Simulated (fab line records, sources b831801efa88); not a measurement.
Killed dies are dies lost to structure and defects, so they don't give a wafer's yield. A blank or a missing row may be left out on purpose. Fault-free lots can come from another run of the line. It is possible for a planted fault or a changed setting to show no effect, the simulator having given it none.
Problem report, 8D (eight disciplines) form, completed by code ; flow sky130 ; the parts of the form that need people (team, actions taken, sign-off) are left out

## 1. WHAT WENT WRONG
At SKY_CAP2M_DEVELOP_11, developer_temp_C averages 25.28 C over 5 wafers from 2 lots, while fault-free wafers read 23.00 C, standard deviation 0.12. That puts it +19 standard deviations away from the usual mean.
The step: develop time 60 s.
First observed at day 43 09:00: wafer L627.5, on litho_track-04. The record holds 38 wafers of 13 lots with a number at this step. By rule, "out" or "out of limits" means more than 4 standard deviations away from the usual mean. Any other wafer with a number is counted as sound.

## 2. WHAT THIS IS AND IS NOT
question;is;is not
which readings at this step;developer_temp_C;resist_line_temp_C
which lots;L627, L628;L617, L618, L619, L625, L630, L631, L633, L635, L636, L637, L638
which wafers of those lots;all that have a number;-
read on which tools;litho_track-04;litho_track-01, litho_track-03
when;from day 43 09:00;"up to then (12 sound wafers); but 21 sound wafers of L630, L631, L633, L635, L636, L637, L638 came after"

## 3. THE SUSPECTS, EACH WITH WHAT RULES IT OUT
Counting: a tool at a process step up to the reading stays a suspect if it ran every lot that is out and no sound lot after the first of them.
- litho_track-04 at SKY_CAP2M_DEVELOP_11 (develop time 60 s): kept. It ran every lot that is out, first L627 (day 43 09:00), and no sound lot after that; its last sound lot up to then is L625 (day 42 14:42). Out on those wafers are its own readings of developer_temp_C.
Left after counting: litho_track-04 at SKY_CAP2M_DEVELOP_11.

## 4. THE CAUSE (what the simulator had put in)
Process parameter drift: litho_track-04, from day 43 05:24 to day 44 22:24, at SKY_CAP2M_DEVELOP_11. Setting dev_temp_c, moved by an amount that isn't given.
Counting left only this tool.

## 5. THE CHAIN OF EFFECTS, in route order
Rows list readings where the struck wafers' mean (over those with a number) sits beyond 3 standard deviations from the usual. Only readings for which the record gives a usual standard deviation are gone through. hours: the time from each lot's start at the first step in this table that gives one to its start at this step, as a median over the lots. sigmas: the change in usual standard deviations.
hours;step;reading;usual;on struck wafers;change;sigmas
0;SKY_CAP2M_DEVELOP_11;developer_temp_C;23.00 C;25.28;+2.28;+19
Its process steps:
- SKY_CAP2M_DEVELOP_11: develop time 60 s.

## 6. HOW IT WOULD HAVE BEEN CAUGHT EARLIER
First out-of-limits reading in this record: day 43 09:00, which is 4 hours after fault onset at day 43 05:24.
